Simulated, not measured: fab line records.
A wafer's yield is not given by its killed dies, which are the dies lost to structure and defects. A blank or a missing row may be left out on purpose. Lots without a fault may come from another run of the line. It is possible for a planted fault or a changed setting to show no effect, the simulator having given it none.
One fault through the eyes of 2 desks    flow gf180mcu    each desk has only its own numbers; what lay behind them comes last

## AT THE TOOL OWNER'S DESK: pvd-sputter-01
The tool's own readings at GF_V2_SPUTTER_21 (material Ti, target thk 15 nm, time 80.02 s): means of the sampled wafers that have a number, for each lot that ran on this tool. A lot is out of limits, marked OUT, if its mean lies more than 4 standard deviations from the usual mean; the brackets give that distance.
Columns: A = throttle-valve-pct at GF_V2_SPUTTER_21, usual 29.9 %
lot   first seen here  A
L138  day 23 05:39     29.7
L151  day 27 10:31     29.7
This desk's finding: nothing out of limits on any of the 2 lots.

## THE METROLOGY DESK
What the gauges read, lot by lot, whatever tool the lot ran on: means of the sampled wafers that have a number. A lot is out of limits, marked OUT, if its mean lies more than 4 standard deviations from the usual mean; the brackets give that distance.
Columns: A = cd-nm at GF_V2_CD_MEAS_14, usual 259.8 nm; B = V2_OVL at GF_V2_OVL_MEAS_15, usual 0 nm
lot   first seen here  A      B
L136  day 22 16:41     259.7  -1
L138  day 23 04:50     257.2  4
L141  day 24 06:38     260.5  1
L147  day 26 03:18     259.7  -1
L151  day 27 09:43     259.0  -1
This desk's finding: nothing out of limits on any of the 5 lots.

## PUT TOGETHER
Nothing out of limits was seen by the tool owner's desk.
The metrology desk saw nothing out of limits.

## WHAT HAD BEEN PUT IN BY THE SIMULATOR
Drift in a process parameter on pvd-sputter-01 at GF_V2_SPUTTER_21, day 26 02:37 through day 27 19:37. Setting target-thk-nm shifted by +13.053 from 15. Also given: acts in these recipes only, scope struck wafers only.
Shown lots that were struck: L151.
